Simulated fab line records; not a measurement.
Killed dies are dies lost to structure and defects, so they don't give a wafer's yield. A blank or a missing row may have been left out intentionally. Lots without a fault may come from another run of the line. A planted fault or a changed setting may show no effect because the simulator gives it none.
Which tool did it? :: flow gf180mcu :: 13 lots, 39 wafers sampled, at 4 steps of a route of 602

WHAT THE GAUGES SHOWED, per wafer
GF_VT_IMPLANT_TW_MEAS_10. Usual: VT_IMPLANT_TW typically reads 572, with standard deviation 3.5.
lot: L611
measured: day 5 17:26
on: film metro-02
VT_IMPLANT_TW: 564 566 567
flag: 

lot: L612
measured: day 6 00:18
on: film metro-04
VT_IMPLANT_TW: 577 570 570
flag: 

lot: L613
measured: day 6 02:17
on: film metro-01
VT_IMPLANT_TW: 574 573 572
flag: 

lot: L615
measured: day 6 17:16
on: film metro-02
VT_IMPLANT_TW: 567 569 570
flag: 

lot: L616
measured: day 6 19:07
on: film metro-04
VT_IMPLANT_TW: 571 571 574
flag: 

lot: L617
measured: day 7 04:10
on: film metro-01
VT_IMPLANT_TW: 575 576 572
flag: 

lot: L618
measured: day 7 10:14
on: film metro-01
VT_IMPLANT_TW: 576 576 573
flag: 

lot: L619
measured: day 7 16:12
on: film metro-04
VT_IMPLANT_TW: 568 570 569
flag: 

lot: L620
measured: day 7 22:41
on: film metro-01
VT_IMPLANT_TW: 577 574 574
flag: 

lot: L623
measured: day 8 18:57
on: film metro-02
VT_IMPLANT_TW: 574 574 572
flag: 

lot: L624
measured: day 8 22:01
on: film metro-02
VT_IMPLANT_TW: 577 576 575
flag: 

lot: L633
measured: day 11 15:25
on: film metro-04
VT_IMPLANT_TW: 566 567 568
flag: 

lot: L634
measured: day 11 20:50
on: film metro-01
VT_IMPLANT_TW: 569 570 572
flag: 

GF_HV_LDD_OVL_MEAS_20. Usual: HV_LDD_01_OVL typically reads 0.6 nm, with standard deviation 1.3.
lot: L611
measured: day 10 21:29
on: overlay-02
HV_LDD_01_OVL (nm): -2.0 -0.6 -2.1
flag: 

lot: L612
measured: day 11 06:15
on: overlay-02
HV_LDD_01_OVL (nm): -0.5 0.5 1.2
flag: 

lot: L613
measured: day 11 07:14
on: overlay-01
HV_LDD_01_OVL (nm): 0.8 1.2 1.7
flag: 

lot: L615
measured: day 12 02:29
on: overlay-02
HV_LDD_01_OVL (nm): -0.2 1.5 0.4
flag: 

lot: L616
measured: day 12 05:45
on: overlay-02
HV_LDD_01_OVL (nm): 0.0 0.6 -0.9
flag: 

lot: L617
measured: day 12 13:15
on: overlay-02
HV_LDD_01_OVL (nm): 0.5 1.4 -0.2
flag: 

lot: L618
measured: day 12 23:15
on: overlay-01
HV_LDD_01_OVL (nm): -0.2 1.0 1.2
flag: 

lot: L619
measured: day 13 08:44
on: overlay-01
HV_LDD_01_OVL (nm): 2.0 2.0 1.7
flag: 

lot: L620
measured: day 13 13:16
on: overlay-02
HV_LDD_01_OVL (nm): -0.4 0.9 0.3
flag: 

lot: L623
measured: day 14 15:21
on: overlay-02
HV_LDD_01_OVL (nm): 0.4 0.3 1.7
flag: 

lot: L624
measured: day 14 21:12
on: overlay-01
HV_LDD_01_OVL (nm): 1.0 2.8 1.9
flag: 

lot: L633
measured: day 18 02:50
on: overlay-01
HV_LDD_01_OVL (nm): -0.8 1.3 1.9
flag: 

lot: L634
measured: day 18 11:59
on: overlay-02
HV_LDD_01_OVL (nm): -0.5 -0.5 -0.9
flag: 

GF_M1_RS_MEAS_05: uses a four-point probe to measure. Usual: M1_ALCU_RS typically reads 0.0696 ohm/sq, with standard deviation 0.00095.
lot: L611
measured: day 16 07:32
on: film metro-01
M1_ALCU_RS (ohm/sq): 0.0717 0.0699 0.0696
flag: 

lot: L612
measured: day 16 15:50
on: film metro-04
M1_ALCU_RS (ohm/sq): 0.0686 0.0686 0.0694
flag: 

lot: L613
measured: day 16 20:13
on: film metro-02
M1_ALCU_RS (ohm/sq): 0.0700 0.0686 0.0684
flag: 

lot: L615
measured: day 17 17:11
on: film metro-01
M1_ALCU_RS (ohm/sq): 0.0705 0.0697 0.0700
flag: 

lot: L616
measured: day 17 20:58
on: film metro-04
M1_ALCU_RS (ohm/sq): 0.0694 0.0698 0.0686
flag: 

lot: L617
measured: day 18 06:25
on: film metro-02
M1_ALCU_RS (ohm/sq): 0.0685 0.0689 0.0697
flag: 

lot: L618
measured: day 18 18:39
on: film metro-01
M1_ALCU_RS (ohm/sq): 0.0702 0.0696 0.0695
flag: 

lot: L619
measured: day 19 04:34
on: film metro-01
M1_ALCU_RS (ohm/sq): 0.0697 0.0710 0.0710
flag: 

lot: L620
measured: day 19 09:32
on: film metro-01
M1_ALCU_RS (ohm/sq): 0.0693 0.0695 0.0688
flag: 

lot: L623
measured: day 20 18:20
on: film metro-01
M1_ALCU_RS (ohm/sq): 0.0691 0.0704 0.0699
flag: 

lot: L624
measured: day 21 01:25
on: film metro-01
M1_ALCU_RS (ohm/sq): 0.0690 0.0694 0.0693
flag: 

lot: L633
measured: day 24 09:32
on: film metro-04
M1_ALCU_RS (ohm/sq): 0.0700 0.0685 0.0690
flag: 

lot: L634
measured: day 24 17:25
on: film metro-04
M1_ALCU_RS (ohm/sq): 0.0700 0.0703 0.0700
flag: 

EACH LOT AND THE TOOL THAT RAN IT (in order: tool; ch and the chambers of the sampled wafers; start)
lot: L611
GF_HV_LDD_STRIP_22: plasma asher-01 ch 0, day 10 21:40

lot: L612
GF_HV_LDD_STRIP_22: plasma asher-04 ch 0,1, day 11 06:26

lot: L613
GF_HV_LDD_STRIP_22: plasma asher-03 ch 1, day 11 07:25

lot: L615
GF_HV_LDD_STRIP_22: plasma asher-03 ch 0,1, day 12 02:40

lot: L616
GF_HV_LDD_STRIP_22: plasma asher-03 ch 0,1, day 12 05:56

lot: L617
GF_HV_LDD_STRIP_22: plasma asher-01 ch 0,1, day 12 13:26

lot: L618
GF_HV_LDD_STRIP_22: plasma asher-03 ch 0,1, day 12 23:26

lot: L619
GF_HV_LDD_STRIP_22: plasma asher-01 ch 0,1, day 13 08:57

lot: L620
GF_HV_LDD_STRIP_22: plasma asher-04 ch 0,1, day 13 13:28

lot: L623
GF_HV_LDD_STRIP_22: plasma asher-03 ch 0,1, day 14 15:32

lot: L624
GF_HV_LDD_STRIP_22: plasma asher-04 ch 0,1, day 14 21:23

lot: L633
GF_HV_LDD_STRIP_22: plasma asher-04 ch 0,1, day 18 03:01

lot: L634
GF_HV_LDD_STRIP_22: plasma asher-04 ch 0,1, day 18 12:10
- GF_HV_LDD_STRIP_22: strips in O2/N2.

AS READ BY THE TOOLS THEMSELVES (means over the sampled wafers that have a number; for cases with no such wafer, the mark the record gives instead)
GF_HV_LDD_STRIP_22. Usual: drypump motor current A 5.87 A, standard deviation 0.26; heater power w 317 W, standard deviation 28; oes product au 0.716 a.u., standard deviation 0.0045; strip time to endpoint s 12.636 s, standard deviation 0.029.
lot: L611
tool: plasma asher-01
drypump motor current A (A): 5.81
heater power w (W): 343
oes product au (a.u.): 0.715
strip time to endpoint s (s): 12.608
flag: 

lot: L612
tool: plasma asher-04
drypump motor current A (A): 5.64
heater power w (W): 338
oes product au (a.u.): 0.716
strip time to endpoint s (s): 12.631
flag: 

lot: L613
tool: plasma asher-03
drypump motor current A (A): 5.75
heater power w (W): 335
oes product au (a.u.): 0.716
strip time to endpoint s (s): 12.613
flag: 

lot: L615
tool: plasma asher-03
drypump motor current A (A): 5.86
heater power w (W): 311
oes product au (a.u.): 0.715
strip time to endpoint s (s): 12.633
flag: 

lot: L616
tool: plasma asher-03
drypump motor current A (A): 5.99
heater power w (W): 291
oes product au (a.u.): 0.715
strip time to endpoint s (s): 12.631
flag: 

lot: L617
tool: plasma asher-01
drypump motor current A (A): 5.83
heater power w (W): 335
oes product au (a.u.): 0.719
strip time to endpoint s (s): 12.637
flag: 

lot: L618
tool: plasma asher-03
drypump motor current A (A): 5.98
heater power w (W): 289
oes product au (a.u.): 0.716
strip time to endpoint s (s): 12.647
flag: 

lot: L619
tool: plasma asher-01
drypump motor current A (A): 5.85
heater power w (W): 335
oes product au (a.u.): 0.716
strip time to endpoint s (s): 12.611
flag: 

lot: L620
tool: plasma asher-04
drypump motor current A (A): 5.65
heater power w (W): 334
oes product au (a.u.): 0.714
strip time to endpoint s (s): 12.653
flag: 

lot: L623
tool: plasma asher-03
drypump motor current A (A): 5.88
heater power w (W): 304
oes product au (a.u.): 0.714
strip time to endpoint s (s): 12.624
flag: 

lot: L624
tool: plasma asher-04
drypump motor current A (A): 5.96
heater power w (W): 328
oes product au (a.u.): 0.899
strip time to endpoint s (s): -
flag: OFF

lot: L633
tool: plasma asher-04
drypump motor current A (A): 5.95
heater power w (W): 319
oes product au (a.u.): 0.713
strip time to endpoint s (s): 12.656
flag: 

lot: L634
tool: plasma asher-04
drypump motor current A (A): 5.65
heater power w (W): 335
oes product au (a.u.): 0.713
strip time to endpoint s (s): 12.656
flag: 

THE ANSWER, worked out from the rows above alone
Rule: lot off if the mean of its wafers having a number is beyond 3 standard deviations from the usual mean. A lot without any number at a reading at which 4 lots or more have one is off too. Any other lot the step has rows for is counted as sound. First the gauges in route order, then the tools' own readings, where a lot's mean is used as printed above. The first step at which some lot is off is used, and at that step the reading that is off furthest; a lot without a number counts as furthest.
Off: L624, at GF_HV_LDD_STRIP_22 (strip time to endpoint s). Without a number there: L624.
A tool fits if, at that step or a process step before it, it ran every lot that is off, and no sound lot after the first of them. Of those tried, none fits.

WHAT THE SIMULATOR HAD PUT IN
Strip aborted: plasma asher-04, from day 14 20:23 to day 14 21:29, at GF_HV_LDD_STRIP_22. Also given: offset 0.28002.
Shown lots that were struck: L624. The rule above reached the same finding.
